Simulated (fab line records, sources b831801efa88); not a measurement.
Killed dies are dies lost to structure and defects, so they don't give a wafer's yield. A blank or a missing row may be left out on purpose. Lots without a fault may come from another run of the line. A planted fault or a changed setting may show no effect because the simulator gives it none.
A struck lot beside a sound one | flow sky130 | 43 steps out of a route of 708
Sound: wafers L699.1, L699.3, L699.5. Struck: wafers L712.1, L712.3, L712.6. The cause comes at the end.
At each step with rows: each side's tool, then ch and its chambers, then its first start. Under that, the readings that differ: sound wafers | struck wafers | difference of the means | sigmas: that difference in standard deviations of wafers without a fault.
alike: readings whose means differ by less than 2 such deviations, and words and numbers that are the same on both sides. not compared: withheld readings, readings that some wafer has no value for, bounds like >300 that may hide the same value, and numbers for which the record gives no deviation and whose values overlap.
The two part at a step that has a row with sigmas, a row that says differs or no value, or rows on one side only. Numbers that don't overlap but have no deviation are shown without sigmas and don't part them. A reading that every wafer of one side lacks parts them only if that side has two wafers or more.

first, 5 steps without rows for these wafers: SKY_FIELD_ISO_WET_ETCH_18 (etches Si3N4 in H3PO4, target depth 25 nm, time 286 s); SKY_FIELD_ISO_CLEAN_19 (cleans in SC1/SC2, time 150 s); SKY_FIELD_ISO_CLEAN_20 (cleans in dHF, time 20 s); SKY_FIELD_ISO_WET_ETCH_21 (etches SiO2 in dHF, target depth 20 nm, time 400 s); SKY_FIELD_ISO_OXIDATION_22 (stabilise 600 s, purge 300 s, target thk 10 nm).
SKY_FIELD_ISO_THK_MEAS_23:
  sound on film_metro-04, day 2 08:48; struck on film_metro-01, day 5 06:49
  alike: FIELD_ISO_OXIDATION_01_THK
then, 1 step without rows for these wafers: SKY_FIELD_ISO_CVD_24 (deposits SiO2, target thk 595 nm, time 99.2 s).
SKY_FIELD_ISO_THK_MEAS_25:
  sound on film_metro-01, day 2 08:56; struck on film_metro-02, day 5 06:56
  alike: FIELD_ISO_CVD_24_THK
then, 1 step without rows for these wafers: SKY_FIELD_ISO_ANNEAL_26 (time 1800 s).
SKY_FIELD_ISO_CMP_27: polishes, stops on Si3N4, t overpolish 16 s, target thk 457.8 nm.
  sound on cmp-01 ch 0,2,3, day 2 11:56; struck on cmp-01 ch 0,2,3, day 5 08:36
  alike: motor_current_A, overpolish_run_s, time_to_endpoint_s
then, 2 steps without rows for these wafers: SKY_FIELD_ISO_WET_ETCH_28 (etches SiO2 in dHF, target depth 23.7 nm, time 47 s); SKY_FIELD_ISO_WET_ETCH_29 (etches Si3N4 in H3PO4, target depth 160 nm, time 1825 s).
SKY_FIELD_ISO_WET_ETCH_30: etches SiO2 in dHF, target depth 25 nm, time 50 s.
  sound on wet_bench-04 ch 3, day 2 12:41; struck on wet_bench-04 ch 3, day 5 09:23
then, 2 steps without rows for these wafers: SKY_NWELL_CLEAN_00 (cleans in SC1/SC2, time 150 s); SKY_NWELL_OXIDATION_01 (stabilise 600 s, purge 300 s, target thk 10 nm).
SKY_NWELL_THK_MEAS_02:
  sound on film_metro-03, day 2 15:47; struck on film_metro-03, day 5 12:44
  alike: NWELL_OXIDATION_THK
then, 8 steps without rows for these wafers: SKY_DNWELL_DEHYDRATE_00 (time 60 s); SKY_DNWELL_HMDS_01 (prime time 60 s); SKY_DNWELL_COAT_02 (resist thk 3000 nm); SKY_DNWELL_SOFTBAKE_03; SKY_DNWELL_EXPOSE_04 (exposes mask DNM, target cd 3000 nm); SKY_DNWELL_PEB_05; SKY_DNWELL_DEVELOP_06 (develop time 60 s); SKY_DNWELL_IMPLANT_07.
SKY_DNWELL_STRIP_08: strips in O2/N2.
  sound on plasma_asher-01 ch 0,1, day 3 07:23; struck on plasma_asher-04 ch 0,1, day 6 07:31
  reading                      | sound             | struck            | difference | sigmas
  strip_time_to_endpoint_s (s) | 36.83 36.91 36.83 | 37.08 37.04 37.12 | +0.22      | +2
  alike: drypump_motor_current_A, n2_flow_sccm, o2_flow_sccm, oes_product_au
  not compared: rf_hours_counter_h
SKY_DNWELL_TW_MEAS_09:
  sound on film_metro-03, day 3 07:29; struck on film_metro-03, day 6 07:37
  alike: DNWELL_TW
then, 7 steps without rows for these wafers: SKY_PWDE_DEHYDRATE_00 (time 60 s); SKY_PWDE_HMDS_01 (prime time 60 s); SKY_PWDE_COAT_02 (resist thk 3000 nm); SKY_PWDE_SOFTBAKE_03; SKY_PWDE_EXPOSE_04 (exposes mask PWDEM, target cd 840 nm); SKY_PWDE_PEB_05; SKY_PWDE_DEVELOP_06 (develop time 60 s).
SKY_PWDE_OVL_MEAS_07:
  sound on overlay-02, day 3 23:10; struck on overlay-01, day 7 01:43
  alike: PWDE_OVL
then, 1 step without rows for these wafers: SKY_PWDE_IMPLANT_08.
SKY_PWDE_STRIP_09: strips in O2/N2.
  sound on plasma_asher-02 ch 0,1, day 3 23:20; struck on plasma_asher-01 ch 0,1, day 7 01:54
  alike: drypump_motor_current_A, n2_flow_sccm, o2_flow_sccm, oes_product_au, strip_time_to_endpoint_s
  not compared: rf_hours_counter_h
SKY_PWDE_TW_MEAS_10:
  sound on film_metro-04, day 3 23:26; struck on film_metro-04, day 7 02:00
  alike: PWDE_TW
then, 5 steps without rows for these wafers: SKY_NWELL_DEHYDRATE_03 (time 60 s); SKY_NWELL_HMDS_04 (prime time 60 s); SKY_NWELL_COAT_05 (resist thk 3000 nm); SKY_NWELL_SOFTBAKE_06; SKY_NWELL_EXPOSE_07 (exposes mask NWM, target cd 840 nm).
-- the record jumps here: 43 days lie between the struck wafers' starts before and after (it left off in module NWELL and takes up again in module PAD_OPEN, whose first step shown is number 708 of the route) --
SKY_PAD_OPEN_PROBE_99:
  sound on prober-01, day 46 01:38; struck on prober-01, day 49 16:10
  reading             | sound     | struck      | difference | sigmas
  killed_at_front_end | 15 15 10  | 86 84 85    | +72        | +16
  killed_dies         | 103 80 87 | 152 156 144 | +61        | +6
  alike: killed_at_M0_to_M3, killed_at_M4_up, killed_at_contacts, killed_at_other, killed_open, killed_short

WHERE THEY PART
First at SKY_DNWELL_STRIP_08; last, within this record, at SKY_PAD_OPEN_PROBE_99.

WHY: what the simulator had put in
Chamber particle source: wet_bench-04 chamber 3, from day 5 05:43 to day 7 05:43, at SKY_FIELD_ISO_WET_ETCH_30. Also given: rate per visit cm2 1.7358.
